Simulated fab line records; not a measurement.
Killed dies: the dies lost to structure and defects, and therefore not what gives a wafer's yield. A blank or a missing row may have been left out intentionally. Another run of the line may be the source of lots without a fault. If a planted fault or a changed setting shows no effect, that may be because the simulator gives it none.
Which tool is to blame? ; flow sky130 ; 12 lots (36 wafers sampled), 1 step of a 708-step route

== WHAT EACH GAUGE READ, for each wafer ==
SKY_LDD_N_TW_MEAS_17.
lot;measured;on;LDD_N_TW
L075;day 17 22:47;filmMetro-04;2599 2593 2602
L077;day 18 15:58;filmMetro-01;2623 2609 2617
L079;day 19 14:43;filmMetro-03;2586 2576 2582
L081;day 20 09:32;filmMetro-01;2593 2615 2610
L083;day 21 06:10;filmMetro-01;2600 2604 2613
L085;day 21 20:35;filmMetro-03;2581 2584 2586
L087;day 22 18:11;filmMetro-01;2590 2603 2599
L089;day 23 10:43;filmMetro-04;2620 2614 2607
L092;day 24 10:27;filmMetro-03;2578 2566 2571
L093;day 24 19:35;filmMetro-03;2570 2570 2584
L095;day 25 07:59;filmMetro-03;2569 2570 2568
L097;day 26 00:32;filmMetro-03;2596 2600 2594

== EACH LOT AND THE TOOL THAT RAN IT (in order: tool; ch and the chambers of the sampled wafers; start) ==
Record: no process step prior to these readings.

== THE ANSWER, worked out from the rows above alone ==
Rule: the lots themselves supply what counts as usual. The widest of any qualifying gaps counts: lots, ordered by their means at a reading, are off when they make up no more than a third of the lots, leave a main group of 4 or more, and stand apart from it by 3 or more times the standard deviation of that group's means. If all means in a main group match to the digits the tables above print for the reading, that group is not used. A lot without any number at a reading at which 4 lots or more have one is off too. All remaining lots with rows at the step are treated as sound.
No lot is off at any reading shown: from this, nothing can be told.

== WHAT HAD BEEN PUT IN BY THE SIMULATOR ==
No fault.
